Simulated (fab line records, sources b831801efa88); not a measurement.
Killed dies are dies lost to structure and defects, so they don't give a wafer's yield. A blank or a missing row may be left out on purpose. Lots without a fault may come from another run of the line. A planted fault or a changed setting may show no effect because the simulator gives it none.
fab line records | flow gf180mcu
record lots=5 wafers=15 last_day=31
route steps=602 shown HV_LDD@178
lots that met no fault: from a run of the same line without faults
start_h: hours from the record's first day to the start of the lot's first wafer shown | wait_h: hours since the lot's step before | " the same as in the row above | L1.1+2: a row that stands for several wafers | - no value, or no start given | * or withheld: withheld | < > ~ a bound
route shown NAME@n: a module of which the file shows steps, and the number in the route of the first | usual: mean/standard deviation of fault-free wafers | same: alike in all rows | chamber/n: place in a boat | sites: the reading at each site | _std_site: their standard deviation | _edge_site: outer sites' mean less inner sites' | radius_mm: how far each site lies from the wafer's centre | mask NAME#n: copy n | behind: the tool/chamber that last shaped the wafer | hold: why the lot was held/for how many hours/how that ended | device: the transistor (n, p or np) that didn't switch | end of line: the same wafers' tests at the end of the route | a step without rows: its recipe alone | killed: dies lost to structure and defects at the first sort, not the wafer's yield | map: a wafer's dies, x killed, . not, _ none there
set.NAME: the setting as run; set.NAME@STEP: as run at that earlier step | model.NAME: the simulator's own value behind a step, which no gauge read
lots at some steps of the route; a table a step, a row a wafer
services: from which hour (start_h, from the record's first day; less than 0 if before it) a tool's chamber was out of use, for how many hours, and why
## steps
# step GF_HV_LDD_COAT_02
# recipe resist=NOVOLAK spin_rpm=3000 resist_thk_nm=1000
# usual dispense_pressure_kPa=49.3/2.8
# columns lot.wafer tool chamber start_h wait_h dispense_pressure_kPa
L075.1 litho_track-03 0 215.20 0.1 50.6
L075.3 " 0 " " 50.6
L075.5 " 0 " " 50.6
L077.1 litho_track-01 0 222.82 0.1 46.5
L077.3 " 0 " " 46.5
L077.4 " 0 " " 46.5
L078.1 litho_track-03 0 234.10 0.1 50.6
L078.4 " 0 " " 50.6
L078.5 " 0 " " 50.6
L080.2 litho_track-03 0 249.17 0.1 50.6
L080.3 " 0 " " 50.6
L080.4 " 0 " " 50.6
L084.1 litho_track-01 0 284.12 0.1 46.5
L084.4 " 0 " " 46.5
L084.5 " 0 " " 46.5
# step GF_HV_LDD_SOFTBAKE_03
# recipe temp_c=90 time_s=60 resist=NOVOLAK
# columns lot.wafer tool chamber start_h wait_h
L075.1+3+5 litho_track-03 0 215.35 0.1
L077.1+3+4 litho_track-01 0 222.97 0.1
L078.1+4+5 litho_track-03 0 234.25 0.1
L080.2+3+4 litho_track-03 0 249.32 0.1
L084.1+4+5 litho_track-01 0 284.27 0.1
# step GF_HV_LDD_EXPOSE_04
# recipe mask_id=Nplus_LV_AREA target_cd_nm=400 na=0.6 source_shape=conventional sigma_outer=0.6 dose_mj=140
# columns lot.wafer tool chamber start_h wait_h mask
L075.1+3+5 iline_stepper-02 0 - - Nplus_LV_AREA#0
L077.1+3+4 iline_stepper-01 0 - - Nplus_LV_AREA#0
L078.1+4+5 iline_stepper-02 0 - - Nplus_LV_AREA#0
L080.2+3+4 iline_stepper-02 0 - - Nplus_LV_AREA#0
L084.1+4+5 iline_stepper-02 0 - - Nplus_LV_AREA#0
# step GF_HV_LDD_PEB_05
# recipe temp_c=withheld time_s=* resist=NOVOLAK
# columns lot.wafer tool chamber start_h wait_h
L075.1+3+5 litho_track-03 0 - -
L077.1+3+4 litho_track-02 0 - -
L078.1+4+5 litho_track-02 0 - -
L080.2+3+4 litho_track-02 0 - -
L084.1+4+5 litho_track-01 0 - -
# step GF_HV_LDD_DEVELOP_06
# recipe develop_time_s=60 dev_temp_c=23
# usual developer_temp_C=23.00/0.098
# columns lot.wafer tool chamber start_h wait_h developer_temp_C
L075.1 litho_track-03 0 224.45 0.1 23.05
L075.3 " 0 " " 22.99
L075.5 " 0 " " 23.18
L077.1 litho_track-02 0 231.59 0.1 22.90
L077.3 " 0 " " 22.99
L077.4 " 0 " " 23.07
L078.1 litho_track-02 0 243.84 0.1 22.93
L078.4 " 0 " " 22.98
L078.5 " 0 " " 23.04
L080.2 litho_track-02 0 258.16 0.1 22.93
L080.3 " 0 " " 22.95
L080.4 " 0 " " 22.86
L084.1 litho_track-01 0 293.82 0.1 22.90
L084.4 " 0 " " 22.91
L084.5 " 0 " " 22.86
# step GF_HV_LDD_CD_MEAS_07
# recipe target_cd_nm=400
# usual cd_nm=400.0/2.6
# columns lot.wafer tool chamber start_h wait_h cd_nm
L075.1 cd_sem-01 - 224.60 0.1 396.7
L075.3 " - " " 396.9
L075.5 " - " " 397.8
L077.1 cd_sem-01 - 231.74 0.1 401.3
L077.3 " - " " 400.0
L077.4 " - " " 400.0
L078.1 cd_sem-02 - 243.99 0.1 397.0
L078.4 " - " " 399.2
L078.5 " - " " 398.1
L080.2 cd_sem-02 - 258.31 0.1 399.2
L080.3 " - " " 402.2
L080.4 " - " " 401.6
L084.1 cd_sem-02 - 293.97 0.1 395.8
L084.4 " - " " 397.5
L084.5 " - " " 396.2
# step GF_HV_LDD_OVL_MEAS_08
# usual HV_LDD_OVL=1.3/1.5
# columns lot.wafer tool chamber start_h wait_h HV_LDD_OVL[nm]
L075.1 overlay-01 - 224.72 0.1 2.2
L075.3 " - " " 2.5
L075.5 " - " " 3.2
L077.1 overlay-01 - 231.86 0.1 1.8
L077.3 " - " " 0.8
L077.4 " - " " 0.7
L078.1 overlay-01 - 244.11 0.1 1.6
L078.4 " - " " 1.1
L078.5 " - " " 0.7
L080.2 overlay-02 - 258.41 0.1 3.8
L080.3 " - " " 2.7
L080.4 " - " " 4.0
L084.1 overlay-01 - 294.09 0.1 -2.5
L084.4 " - " " -1.5
L084.5 " - " " -0.8
# step GF_HV_LDD_IMPLANT_09
# recipe species=As energy_kev=40 dose_cm2=1e+14 tilt_deg=7
# columns lot.wafer tool chamber start_h wait_h
L075.1+3+5 implanter-04 0 224.75 0.0
L077.1+3+4 implanter-02 0 231.90 0.0
L078.1+4+5 implanter-01 0 244.15 0.0
L080.2+3+4 implanter-04 0 258.47 0.0
L084.1+4+5 implanter-02 0 294.12 0.0
# step GF_HV_LDD_STRIP_10
# recipe chemistry=O2/N2 power_w=1400 pressure_mtorr=1500 platen_temp_c=250 o2_flow_sccm=3000 n2_flow_sccm=300 overash_fraction=0.5
# usual drypump_motor_current_A=5.5/0.32 heater_power_w=343/36 o2_flow_sccm=3000/8.4 oes_product_au=0.716/0.0043 strip_time_to_endpoint_s=12.63/0.036
# columns lot.wafer tool chamber start_h wait_h drypump_motor_current_A heater_power_w o2_flow_sccm oes_product_au rf_hours_counter_h strip_time_to_endpoint_s
L075.1 plasma_asher-01 0 224.90 0.1 5.7 360 2997 0.712 10 12.60
L075.3 " 0 " " 5.7 372 2998 0.718 - 12.59
L075.5 " 0 " " 5.7 367 2995 0.717 - 12.57
L077.1 plasma_asher-02 0 232.05 0.1 5.0 305 2995 0.717 60 12.69
L077.3 " 1 " " 5.6 338 2997 0.718 - 12.69
L077.4 " 0 " " 5.0 308 2987 0.722 - 12.72
L078.1 plasma_asher-01 1 244.30 0.1 5.3 391 2994 0.705 12 12.58
L078.4 " 1 " " 5.3 378 3012 0.719 - 12.55
L078.5 " 1 " " 5.3 396 2998 0.714 - 12.65
L080.2 plasma_asher-01 1 258.59 0.1 5.3 395 2992 0.716 14 12.62
L080.3 " 0 " " 5.7 377 2993 0.712 - 12.55
L080.4 " 1 " " 5.3 385 3012 0.722 - 12.63
L084.1 plasma_asher-02 0 294.27 0.1 5.0 312 3000 0.712 66 12.61
L084.4 " 0 " " 5.1 318 2992 0.716 - 12.59
L084.5 " 1 " " 5.6 350 2996 0.711 - 12.60
# step GF_HV_LDD_TW_MEAS_11
# usual HV_LDD_TW=2394/16
# columns lot.wafer tool chamber start_h wait_h HV_LDD_TW
L075.1 film_metro-04 - 225.00 0.1 2396
L075.3 " - " " 2395
L075.5 " - " " 2396
L077.1 film_metro-03 - 232.15 0.1 2394
L077.3 " - " " 2380
L077.4 " - " " 2376
L078.1 film_metro-04 - 244.40 0.1 2402
L078.4 " - " " 2394
L078.5 " - " " 2395
L080.2 film_metro-02 - 258.70 0.1 2417
L080.3 " - " " 2417
L080.4 " - " " 2425
L084.1 film_metro-04 - 294.37 0.1 2401
L084.4 " - " " 2372
L084.5 " - " " 2387
# step GF_HV_LDD_DEHYDRATE_12
# recipe temp_c=200 time_s=60
# columns lot.wafer tool chamber start_h wait_h
L075.1+3+5 litho_track-02 0 232.99 8.0
L077.1+3+4 litho_track-02 0 240.24 8.1
L078.1+4+5 litho_track-03 0 253.00 8.6
L080.2+3+4 litho_track-03 0 267.77 9.1
L084.1+4+5 litho_track-02 0 303.74 9.4
# step GF_HV_LDD_HMDS_13
# recipe prime_time_s=60 prime_temp_c=120
# columns lot.wafer tool chamber start_h wait_h
L075.1+3+5 litho_track-02 0 233.14 0.1
L077.1+3+4 litho_track-02 0 240.39 0.1
L078.1+4+5 litho_track-03 0 253.15 0.1
L080.2+3+4 litho_track-03 0 267.92 0.1
L084.1+4+5 litho_track-02 0 303.89 0.1
# step GF_HV_LDD_COAT_14
# recipe resist=NOVOLAK spin_rpm=3000 resist_thk_nm=1000
# usual dispense_pressure_kPa=50/3.1
# columns lot.wafer tool chamber start_h wait_h dispense_pressure_kPa
L075.1 litho_track-02 0 233.29 0.1 54
L075.3 " 0 " " 54
L075.5 " 0 " " 54
L077.1 litho_track-02 0 240.54 0.1 54
L077.3 " 0 " " 54
L077.4 " 0 " " 54
L078.1 litho_track-03 0 253.30 0.1 51
L078.4 " 0 " " 51
L078.5 " 0 " " 51
L080.2 litho_track-03 0 268.07 0.1 51
L080.3 " 0 " " 51
L080.4 " 0 " " 51
L084.1 litho_track-02 0 304.04 0.1 54
L084.4 " 0 " " 54
L084.5 " 0 " " 54
# step GF_HV_LDD_SOFTBAKE_15
# recipe temp_c=90 time_s=60 resist=NOVOLAK
# columns lot.wafer tool chamber start_h wait_h
L075.1+3+5 litho_track-02 0 233.44 0.1
L077.1+3+4 litho_track-02 0 240.69 0.1
L078.1+4+5 litho_track-03 0 253.45 0.1
L080.2+3+4 litho_track-03 0 268.22 0.1
L084.1+4+5 litho_track-02 0 304.19 0.1
# step GF_HV_LDD_EXPOSE_16
# recipe mask_id=Pplus_LV_AREA target_cd_nm=400 na=0.6 source_shape=conventional sigma_outer=0.6 dose_mj=140
# columns lot.wafer tool chamber start_h wait_h mask
L075.1+3+5 iline_stepper-01 0 - - Pplus_LV_AREA#0
L077.1+3+4 iline_stepper-01 0 - - Pplus_LV_AREA#0
L078.1+4+5 iline_stepper-01 0 - - Pplus_LV_AREA#0
L080.2+3+4 iline_stepper-01 0 - - Pplus_LV_AREA#0
L084.1+4+5 iline_stepper-02 0 - - Pplus_LV_AREA#0
# step GF_HV_LDD_PEB_17
# recipe temp_c=withheld time_s=* resist=NOVOLAK
# columns lot.wafer tool chamber start_h wait_h
L075.1+3+5 litho_track-02 0 - -
L077.1+3+4 litho_track-02 0 - -
L078.1+4+5 litho_track-01 0 - -
L080.2+3+4 litho_track-03 0 - -
L084.1+4+5 litho_track-03 0 - -
# step GF_HV_LDD_DEVELOP_18
# recipe develop_time_s=60 dev_temp_c=23
# usual developer_temp_C=22.99/0.11
# columns lot.wafer tool chamber start_h wait_h developer_temp_C
L075.1 litho_track-02 0 242.24 0.1 23.03
L075.3 " 0 " " 22.99
L075.5 " 0 " " 22.97
L077.1 litho_track-02 0 249.84 0.1 22.99
L077.3 " 0 " " 22.91
L077.4 " 0 " " 22.87
L078.1 litho_track-01 0 262.77 0.1 22.99
L078.4 " 0 " " 23.00
L078.5 " 0 " " 23.20
L080.2 litho_track-03 0 277.62 0.1 22.91
L080.3 " 0 " " 22.92
L080.4 " 0 " " 22.97
L084.1 litho_track-03 0 314.45 0.1 23.09
L084.4 " 0 " " 23.11
L084.5 " 0 " " 22.98
# step GF_HV_LDD_CD_MEAS_19
# recipe target_cd_nm=400
# usual cd_nm=400.2/2.6
# columns lot.wafer tool chamber start_h wait_h cd_nm
L075.1 cd_sem-01 - 242.39 0.1 401.6
L075.3 " - " " 402.3
L075.5 " - " " 404.7
L077.1 cd_sem-02 - 249.99 0.1 399.9
L077.3 " - " " 398.5
L077.4 " - " " 399.5
L078.1 cd_sem-01 - 262.92 0.1 400.0
L078.4 " - " " 398.4
L078.5 " - " " 398.3
L080.2 cd_sem-01 - 277.77 0.1 401.8
L080.3 " - " " 402.4
L080.4 " - " " 403.8
L084.1 cd_sem-02 - 314.60 0.1 402.6
L084.4 " - " " 402.8
L084.5 " - " " 399.9
# step GF_HV_LDD_OVL_MEAS_20
# usual HV_LDD_01_OVL=1.0/1.5
# columns lot.wafer tool chamber start_h wait_h HV_LDD_01_OVL[nm]
L075.1 overlay-01 - 242.51 0.1 0.3
L075.3 " - " " 1.9
L075.5 " - " " -0.8
L077.1 overlay-01 - 250.11 0.1 0.2
L077.3 " - " " -0.5
L077.4 " - " " 0.0
L078.1 overlay-02 - 263.04 0.1 -0.4
L078.4 " - " " -1.6
L078.5 " - " " -1.0
L080.2 overlay-02 - 277.87 0.1 1.5
L080.3 " - " " -0.2
L080.4 " - " " 1.5
L084.1 overlay-01 - 314.72 0.1 3.6
L084.4 " - " " 3.8
L084.5 " - " " 3.3
# step GF_HV_LDD_IMPLANT_21
# recipe species=BF2 energy_kev=25 dose_cm2=5e+13 tilt_deg=7
# columns lot.wafer tool chamber start_h wait_h
L075.1+3+5 implanter-02 0 242.55 0.0
L077.1+3+4 implanter-04 0 250.14 0.0
L078.1+4+5 implanter-02 0 263.07 0.0
L080.2+3+4 implanter-02 0 277.93 0.0
L084.1+4+5 implanter-04 0 314.75 0.0
# step GF_HV_LDD_STRIP_22
# recipe chemistry=O2/N2 power_w=1400 pressure_mtorr=1500 platen_temp_c=250 o2_flow_sccm=3000 n2_flow_sccm=300 overash_fraction=0.5
# usual drypump_motor_current_A=5.5/0.34 heater_power_w=335/40 o2_flow_sccm=2998/7.7 oes_product_au=0.716/0.0047 strip_time_to_endpoint_s=12.62/0.038
# columns lot.wafer tool chamber start_h wait_h drypump_motor_current_A heater_power_w o2_flow_sccm oes_product_au rf_hours_counter_h strip_time_to_endpoint_s
L075.1 plasma_asher-04 1 242.70 0.1 6.0 266 2986 0.717 60 12.63
L075.3 " 1 " " 6.1 277 3000 0.721 - 12.59
L075.5 " 1 " " 6.1 270 2989 0.722 - 12.62
L077.1 plasma_asher-01 0 250.29 0.1 5.7 371 3006 0.709 13 12.56
L077.3 " 1 " " 5.3 389 2995 0.718 - 12.59
L077.4 " 0 " " 5.8 374 2998 0.713 - 12.56
L078.1 plasma_asher-02 1 263.22 0.1 5.6 341 3000 0.721 63 12.61
L078.4 " 1 " " 5.6 355 2998 0.710 - 12.55
L078.5 " 1 " " 5.6 357 2998 0.714 - 12.60
L080.2 plasma_asher-04 1 278.05 0.1 6.0 265 2999 0.709 63 12.61
L080.3 " 0 " " 5.2 328 2997 0.719 - 12.64
L080.4 " 1 " " 6.0 271 2996 0.714 - 12.61
L084.1 plasma_asher-01 1 314.90 0.1 5.3 385 2998 0.713 20 12.57
L084.4 " 0 " " 5.7 362 2995 0.718 - 12.59
L084.5 " 1 " " 5.3 380 3002 0.714 - 12.55
# step GF_HV_LDD_TW_MEAS_23
# usual HV_LDD_2_TW=1051/7
# columns lot.wafer tool chamber start_h wait_h HV_LDD_2_TW
L075.1 film_metro-04 - 242.80 0.1 1058
L075.3 " - " " 1058
L075.5 " - " " 1053
L077.1 film_metro-03 - 250.39 0.1 1052
L077.3 " - " " 1049
L077.4 " - " " 1048
L078.1 film_metro-03 - 263.32 0.1 1046
L078.4 " - " " 1051
L078.5 " - " " 1052
L080.2 film_metro-03 - 278.16 0.1 1050
L080.3 " - " " 1055
L080.4 " - " " 1054
L084.1 film_metro-03 - 315.00 0.1 1044
L084.4 " - " " 1046
L084.5 " - " " 1049
# step GF_HV_LDD_DEHYDRATE_24
# recipe temp_c=200 time_s=60
# columns lot.wafer tool chamber start_h wait_h
L075.1+3+5 litho_track-02 0 251.59 8.8
L077.1+3+4 litho_track-03 0 259.00 8.6
L078.1+4+5 litho_track-03 0 272.20 8.9
L080.2+3+4 litho_track-03 0 286.82 8.6
L084.1+4+5 litho_track-03 0 324.85 9.8
# step GF_HV_LDD_HMDS_25
# recipe prime_time_s=60 prime_temp_c=120
# columns lot.wafer tool chamber start_h wait_h
L075.1+3+5 litho_track-02 0 251.74 0.1
L077.1+3+4 litho_track-03 0 259.15 0.1
L078.1+4+5 litho_track-03 0 272.35 0.1
L080.2+3+4 litho_track-03 0 286.97 0.1
L084.1+4+5 litho_track-03 0 325.00 0.1
# step GF_HV_LDD_COAT_26
# recipe resist=NOVOLAK spin_rpm=3000 resist_thk_nm=1000
# usual dispense_pressure_kPa=50.9/2.4
# columns lot.wafer tool chamber start_h wait_h dispense_pressure_kPa
L075.1 litho_track-02 0 251.89 0.1 53.8
L075.3 " 0 " " 53.9
L075.5 " 0 " " 53.9
L077.1 litho_track-03 0 259.30 0.1 50.5
L077.3 " 0 " " 50.6
L077.4 " 0 " " 50.6
L078.1 litho_track-03 0 272.50 0.1 50.6
L078.4 " 0 " " 50.6
L078.5 " 0 " " 50.6
L080.2 litho_track-03 0 287.12 0.1 50.6
L080.3 " 0 " " 50.6
L080.4 " 0 " " 50.6
L084.1 litho_track-03 0 325.15 0.1 50.6
L084.4 " 0 " " 50.6
L084.5 " 0 " " 50.6
# step GF_HV_LDD_SOFTBAKE_27
# recipe temp_c=90 time_s=60 resist=NOVOLAK
# columns lot.wafer tool chamber start_h wait_h
L075.1+3+5 litho_track-02 0 252.04 0.1
L077.1+3+4 litho_track-03 0 259.45 0.1
L078.1+4+5 litho_track-03 0 272.65 0.1
L080.2+3+4 litho_track-03 0 287.27 0.1
L084.1+4+5 litho_track-03 0 325.30 0.1
# step GF_HV_LDD_EXPOSE_28
# recipe mask_id=Nplus_HV_AREA target_cd_nm=400 na=0.6 source_shape=conventional sigma_outer=0.6 dose_mj=140
# columns lot.wafer tool chamber start_h wait_h mask
L075.1+3+5 iline_stepper-02 0 - - Nplus_HV_AREA#0
L077.1+3+4 iline_stepper-01 0 - - Nplus_HV_AREA#0
L078.1+4+5 iline_stepper-01 0 - - Nplus_HV_AREA#0
L080.2+3+4 iline_stepper-01 0 - - Nplus_HV_AREA#0
L084.1+4+5 iline_stepper-01 0 - - Nplus_HV_AREA#0
# step GF_HV_LDD_PEB_29
# recipe temp_c=withheld time_s=* resist=NOVOLAK
# columns lot.wafer tool chamber start_h wait_h
L075.1+3+5 litho_track-02 0 - -
L077.1+3+4 litho_track-03 0 - -
L078.1+4+5 litho_track-01 0 - -
L080.2+3+4 litho_track-01 0 - -
L084.1+4+5 litho_track-03 0 - -
# step GF_HV_LDD_DEVELOP_30
# recipe develop_time_s=60 dev_temp_c=23
# usual developer_temp_C=22.99/0.11
# columns lot.wafer tool chamber start_h wait_h developer_temp_C
L075.1 litho_track-02 0 261.39 0.1 22.87
L075.3 " 0 " " 23.08
L075.5 " 0 " " 23.00
L077.1 litho_track-03 0 269.25 0.1 22.91
L077.3 " 0 " " 22.98
L077.4 " 0 " " 22.98
L078.1 litho_track-01 0 281.82 0.1 23.18
L078.4 " 0 " " 23.04
L078.5 " 0 " " 22.97
L080.2 litho_track-01 0 297.54 0.1 22.94
L080.3 " 0 " " 23.01
L080.4 " 0 " " 22.93
L084.1 litho_track-03 0 335.40 0.1 23.00
L084.4 " 0 " " 23.05
L084.5 " 0 " " 22.89
# step GF_HV_LDD_CD_MEAS_31
# recipe target_cd_nm=400
# usual cd_nm=399.7/2.5
# columns lot.wafer tool chamber start_h wait_h cd_nm
L075.1 cd_sem-01 - 261.54 0.1 402.2
L075.3 " - " " 399.0
L075.5 " - " " 400.6
L077.1 cd_sem-01 - 269.40 0.1 400.5
L077.3 " - " " 404.0
L077.4 " - " " 403.0
L078.1 cd_sem-01 - 281.97 0.1 401.2
L078.4 " - " " 400.7
L078.5 " - " " 403.3
L080.2 cd_sem-02 - 297.69 0.1 399.8
L080.3 " - " " 399.4
L080.4 " - " " 399.4
L084.1 cd_sem-01 - 335.55 0.1 400.8
L084.4 " - " " 402.7
L084.5 " - " " 402.2
# step GF_HV_LDD_OVL_MEAS_32
# usual HV_LDD_02_OVL=0.6/1.4
# columns lot.wafer tool chamber start_h wait_h HV_LDD_02_OVL[nm]
L075.1 overlay-02 - 261.66 0.1 1.2
L075.3 " - " " 2.4
L075.5 " - " " -0.5
L077.1 overlay-02 - 269.52 0.1 1.0
L077.3 " - " " 1.2
L077.4 " - " " 2.2
L078.1 overlay-02 - 282.11 0.1 1.1
L078.4 " - " " 2.7
L078.5 " - " " 2.5
L080.2 overlay-01 - 297.79 0.1 3.3
L080.3 " - " " 1.2
L080.4 " - " " 3.3
L084.1 overlay-01 - 335.67 0.1 1.5
L084.4 " - " " 2.8
L084.5 " - " " 2.6
# step GF_HV_LDD_IMPLANT_33
# recipe species=P energy_kev=60 dose_cm2=7.5e+12 tilt_deg=30 rotation_deg=0
# columns lot.wafer tool chamber start_h wait_h
L075.1+3+5 implanter-01 0 261.69 0.0
L077.1+3+4 implanter-02 0 269.55 0.0
L078.1+4+5 implanter-02 0 282.15 0.0
L080.2+3+4 implanter-02 0 297.85 0.0
L084.1+4+5 implanter-02 0 335.70 0.0
# step GF_HV_LDD_IMPLANT_34
# recipe species=P energy_kev=60 dose_cm2=7.5e+12 tilt_deg=30 rotation_deg=90
# columns lot.wafer tool chamber start_h wait_h
L075.1+3+5 implanter-01 0 261.84 0.1
L077.1+3+4 implanter-02 0 269.70 0.1
L078.1+4+5 implanter-02 0 282.30 0.1
L080.2+3+4 implanter-02 0 298.00 0.1
L084.1+4+5 implanter-02 0 335.85 0.1
## services
# columns tool chamber start_h hours kind
iline_stepper-01 - 202.88 1.0 repair
iline_stepper-01 - 207.90 2.1 pm
iline_stepper-01 - 209.98 - consumable_replace:lamp
iline_stepper-02 - 218.04 5.0 repair
plasma_asher-04 - 231.25 2.7 repair
implanter-02 - 243.47 3.7 pm
iline_stepper-02 - 261.07 1.7 pm
implanter-02 - 261.16 1.5 repair
implanter-04 - 270.36 9.2 repair
implanter-04 - 290.53 4.1 repair
implanter-04 - 325.71 4.0 pm
## key
fault none
